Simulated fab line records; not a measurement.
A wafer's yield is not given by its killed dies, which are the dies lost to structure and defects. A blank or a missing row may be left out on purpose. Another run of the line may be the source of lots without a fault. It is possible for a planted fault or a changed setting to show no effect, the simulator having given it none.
Problem report, 8D (eight disciplines) form, completed by code	flow gf180mcu	the parts of the form that need people (team, actions taken, sign-off) are left out

## 1. WHAT WENT WRONG
Mean of strip time to endpoint s at GF_PASSIVATION_STRIP_12: 35.03 s across 6 wafers in 2 lots; on wafers with no fault it is 32.96 s (standard deviation 0.21). Measured from the usual mean, that is +9.9 standard deviations.
The step: strips in O2/N2.
The first sign was on wafer L414.3 at day 34 18:47, on plasma asher-02. The record has a number at this step for 33 wafers belonging to 11 lots. The rule behind "out" and "out of limits": a value lying over 4 standard deviations away from the usual mean. All remaining wafers that have a number are taken as sound.

## 2. WHAT IT IS, WHAT IT ISN'T
question	is	is not
which readings at this step	strip time to endpoint s	drypump motor current A, heater power w, oes product au
which lots	L414, L415	L393, L394, L395, L396, L397, L403, L404, L405, L413
which wafers of those lots	all that have a number	-
read on which tools	plasma asher-02, plasma asher-03	plasma asher-04
when	from day 34 18:47	up to then (24 sound wafers); but 3 sound wafers of L413 came after

## 3. SUSPECTS, AND WHAT RULES EACH OUT
Counting: a tool at a process step up to the reading stays a suspect if it ran every lot that is out and no sound lot after the first of them.
- cmp-02 at GF_V5_CMP_26 (polishes, stops on SiO2, t overpolish 15 s, target thk 0 nm): kept. Every lot that is out went through it, starting with L414 (day 33 09:59), and after that it ran no sound lot; the last sound lot it ran before then is L405 (day 31 06:55).
- litho track-02 at GF_PASSIVATION_COAT_06 (resist thk 4000 nm): kept. Every lot that is out went through it, starting with L414 (day 34 11:00), and after that it ran no sound lot; the last sound lot it ran before then is L405 (day 32 09:45).
Left after counting: cmp-02 at GF_V5_CMP_26, litho track-02 at GF_PASSIVATION_COAT_06.

## 4. THE CAUSE (what the simulator had put in)
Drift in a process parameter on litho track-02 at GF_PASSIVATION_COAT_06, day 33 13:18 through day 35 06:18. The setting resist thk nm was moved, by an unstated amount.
Of the 2 suspects that counting leaves, this tool is one.

## 5. THE EFFECT CHAIN, in route order
Each row: a reading whose mean over the struck wafers that have a number lies more than 3 standard deviations from the usual. Scope: only readings with a usual standard deviation given in the record; hours: median across lots of the time from each lot's start at the first step in this table that gives one to its start at this step; sigmas: change in usual standard deviations.
hours	step	reading	usual	on struck wafers	change	sigmas
0	GF_PASSIVATION_STRIP_12	strip time to endpoint s	32.96 s	35.03	+2.07	+9.9
The process steps in it:
- GF_PASSIVATION_STRIP_12: strips in O2/N2.

## 6. WHAT WOULD HAVE CAUGHT IT SOONER
First out-of-limits reading in this record: day 34 18:47, which is 29 hours after fault onset at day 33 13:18.
No tool reading at GF_PASSIVATION_COAT_06 that has a usual standard deviation in the record was out on any struck wafer, so an alarm limit of 4 standard deviations on those readings would not have fired.
Of the lots that are out (2), L415 began GF_PASSIVATION_COAT_06 on litho track-02 after day 34 18:47. A tool hold placed at that time would have kept it from harm.
